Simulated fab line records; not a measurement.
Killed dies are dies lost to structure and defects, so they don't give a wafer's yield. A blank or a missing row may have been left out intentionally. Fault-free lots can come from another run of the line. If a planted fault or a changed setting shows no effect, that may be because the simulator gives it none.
One fault seen from 2 desks | flow sfq line | what lay behind the numbers comes last; until then each desk has only its own

== THE METROLOGY DESK ==
What the gauges read for every lot (on any tool): the sampled wafers with a number, averaged. A lot is out of limits, marked OUT, if its mean lies more than 4 standard deviations from the usual mean; the brackets give that distance.
Columns: A = I0_BOW at SFQ_I0_BOW_MEAS_907, usual 1 um; B = I2_OVL at SFQ_I2_OVL_MEAS_918, usual -1 nm; C = JJ_NB_RS at SFQ_JJ_RS_MEAS_929, usual 1.051 ohm/sq
lot  | first seen here | A  | B   | C
L598 | day 6 04:01     | -1 | -8  | 1.043
L600 | day 6 14:04     | 5  | -0  | 1.052
L601 | day 6 20:04     | 1  | -7  | 1.052
L602 | day 7 07:39     | -8 | -8  | 1.050
L603 | day 7 13:01     | 0  | -4  | 1.047
L606 | day 8 07:04     | 3  | -6  | 1.056
L612 | day 11 14:43    | 2  | -15 | 1.049
L613 | day 11 16:51    | 3  | -1  | 1.037
L615 | day 12 16:51    | -9 | 5   | 1.048
L616 | day 12 22:51    | -4 | 2   | 1.035
L617 | day 13 04:51    | -0 | 2   | 1.062
L618 | day 13 18:51    | -3 | 5   | 1.063
L620 | day 14 03:52    | 1  | 9   | 1.059
Result from this desk: across the 13 lots, nothing is out of limits.

== FOR THE TOOL OWNER'S DESK: cmp-01 ==
The tool's own readings at SFQ_TRILAYER_I0_CMP_CMP_028 (polishes SiO2): means of the sampled wafers that have a number, for each lot that ran on this tool. A lot is out of limits, marked OUT, if its mean lies more than 4 standard deviations from the usual mean; the brackets give that distance.
Columns: A = motor current A at SFQ_TRILAYER_I0_CMP_CMP_028, usual 10.7 A; B = time to endpoint s at SFQ_TRILAYER_I0_CMP_CMP_028, usual 214 s
lot  | first seen here | A    | B
L600 | day 6 11:01     | 11.4 | 218
L601 | day 6 17:34     | 10.4 | 210
L602 | day 7 06:34     | 10.6 | 200
L606 | day 8 05:59     | 11.8 | 224
L612 | day 11 13:12    | 10.7 | 221
L618 | day 13 15:51    | 11.7 | 212
L620 | day 14 00:51    | 11.0 | 208
Result from this desk: across the 7 lots, nothing is out of limits.

== PUT TOGETHER ==
From the metrology desk's view, nothing was out of limits.
The tool owner's desk saw nothing out of limits.

== WHAT HAD BEEN PUT IN BY THE SIMULATOR ==
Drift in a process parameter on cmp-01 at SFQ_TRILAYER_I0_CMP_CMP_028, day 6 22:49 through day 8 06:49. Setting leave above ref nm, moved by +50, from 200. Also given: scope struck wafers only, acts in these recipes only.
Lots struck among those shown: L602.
